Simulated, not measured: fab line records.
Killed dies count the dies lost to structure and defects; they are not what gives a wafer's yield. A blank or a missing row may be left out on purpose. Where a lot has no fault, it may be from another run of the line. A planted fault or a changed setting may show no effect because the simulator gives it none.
Matching of chambers ; flow sky130 ; cmp-02 running SKY_VIA3_CMP_02: 4 sister chambers
The step polishes SiO2. 4 wafers are shown with their chamber, then 10 later ones without.

## EACH WAFER AND ITS CHAMBER
wafer;chamber;motor-current-A (A)
L077.1;0;12.7
L087.4;3;12.9
L090.1;2;11.7
L090.2;1;12.7

## WAFERS WHOSE CHAMBER IS MISSING
wafer;motor-current-A (A)
L090.6;12.3
L094.2;12.2
L094.3;12.2
L094.4;11.5
L095.4;11.8
L095.5;12.8
L095.6;11.8
L097.2;13.0
L097.3;11.9
L097.6;12.1

## CHAMBER TAKEN BY EACH
wafer;from the rows above;in truth
L090.6;can't be placed: 0 or 1 or 3 or 2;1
L094.2;can't be placed: 0 or 1 or 2 or 3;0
L094.3;can't be placed: 0 or 1 or 2 or 3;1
L094.4;2;2
L095.4;2;2
L095.5;can't be placed: 3 or 0 or 1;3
L095.6;2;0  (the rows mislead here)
L097.2;can't be placed: 3 or 0 or 1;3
L097.3;can't be placed: 2 or 0 or 1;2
L097.6;can't be placed: 2 or 0 or 1 or 3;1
2 of 10 placed correctly. From these rows, 7 cannot be placed; in 7 the true chamber is one of the candidates. Wrongly placed: 1.
How it was worked out, from the rows above alone: a wafer's distance from a chamber is the root of the sum, over the readings, of the square of ((its reading less the chamber's mean) divided by the reading's scatter). If the next closest chamber is less than 2 further off than the closest, the wafer can't be placed; otherwise it belongs to the closest. The mean given for a chamber averages the wafers shown for that chamber. The scatter (one wafer shown for each chamber): square how far every hidden wafer sits from the nearest shown wafer, average those squares and take the square root.
